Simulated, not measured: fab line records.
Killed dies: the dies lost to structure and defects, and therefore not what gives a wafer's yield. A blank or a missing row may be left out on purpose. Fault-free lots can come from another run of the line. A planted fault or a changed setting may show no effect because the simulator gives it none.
One fault through the eyes of 2 desks + flow gf180mcu + each desk holds nothing but its own numbers, with what lay behind them at the end

## TOOL OWNER'S DESK, pecvd-04
The tool's own readings at GF_PASSIVATION_CVD_00 (deposits SiO2 from TEOS, target thk 1000 nm, time 111.95 s): means of the sampled wafers that have a number, for each lot that ran on this tool. Marked OUT: a lot whose mean sits more than 4 standard deviations from the usual mean, which makes it out of limits; the brackets give that distance.
Columns: A = heater-power-outer-w at GF_PASSIVATION_CVD_00, usual 405 W; B = heater-power-w at GF_PASSIVATION_CVD_00, usual 712 W
| lot  | first seen here | A   | B   |
|------|-----------------|-----|-----|
| L452 | day 31 03:13    | 419 | 691 |
| L465 | day 34 08:02    | 415 | 690 |
This desk's verdict: no lot among the 2 shows anything out of limits.

## THE METROLOGY DESK
Means of the sampled wafers that have a number, per lot and without regard to the tool the lot ran on: this is what the gauges read. Marked OUT: a lot whose mean sits more than 4 standard deviations from the usual mean, which makes it out of limits; the brackets give that distance.
Columns: A = PASSIVATION_CVD_00_THK at GF_PASSIVATION_THK_MEAS_01, usual 1004 nm; B = PASSIVATION_BOW at GF_PASSIVATION_BOW_MEAS_14, usual 138 um
| lot  | first seen here | A              | B   |
|------|-----------------|----------------|-----|
| L442 | day 28 03:10    | 1000           | 130 |
| L443 | day 28 13:01    | 1014           | 124 |
| L445 | day 29 00:02    | 1015           | 132 |
| L452 | day 31 03:17    | 879 (-8.9) OUT | 134 |
| L456 | day 32 07:28    | 1015           | 132 |
| L459 | day 32 23:05    | 1003           | 152 |
| L460 | day 33 04:01    | 1006           | 146 |
| L461 | day 33 17:40    | 997            | 134 |
| L462 | day 33 19:19    | 1014           | 153 |
| L464 | day 34 03:55    | 1007           | 143 |
| L463 | day 34 04:17    | 1002           | 145 |
| L465 | day 34 08:07    | 987            | 138 |
This desk finds L452 out of limits, with the earliest case on L452 at day 31 03:17 (PASSIVATION_CVD_00_THK at GF_PASSIVATION_THK_MEAS_01). Within limits: L442, L443, L445, L456, L459, L460, L461, L462, L464, L463, L465.

## PUT TOGETHER
At day 31 03:17 the metrology desk could have sounded an alarm, on L452.
Nothing out of limits was seen by the tool owner's desk.
The tool owner's desk has L452 on record, within its limits.
GF_PASSIVATION_CVD_00 was run on pecvd-04 by each of the lots named.

## WHAT THE SIMULATOR HAD INSERTED
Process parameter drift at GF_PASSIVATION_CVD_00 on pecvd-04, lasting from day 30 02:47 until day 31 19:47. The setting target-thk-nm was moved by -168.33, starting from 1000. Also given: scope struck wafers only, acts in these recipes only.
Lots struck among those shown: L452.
Hours from the fault's start to each desk's first reading out of limits: the metrology desk, 24.
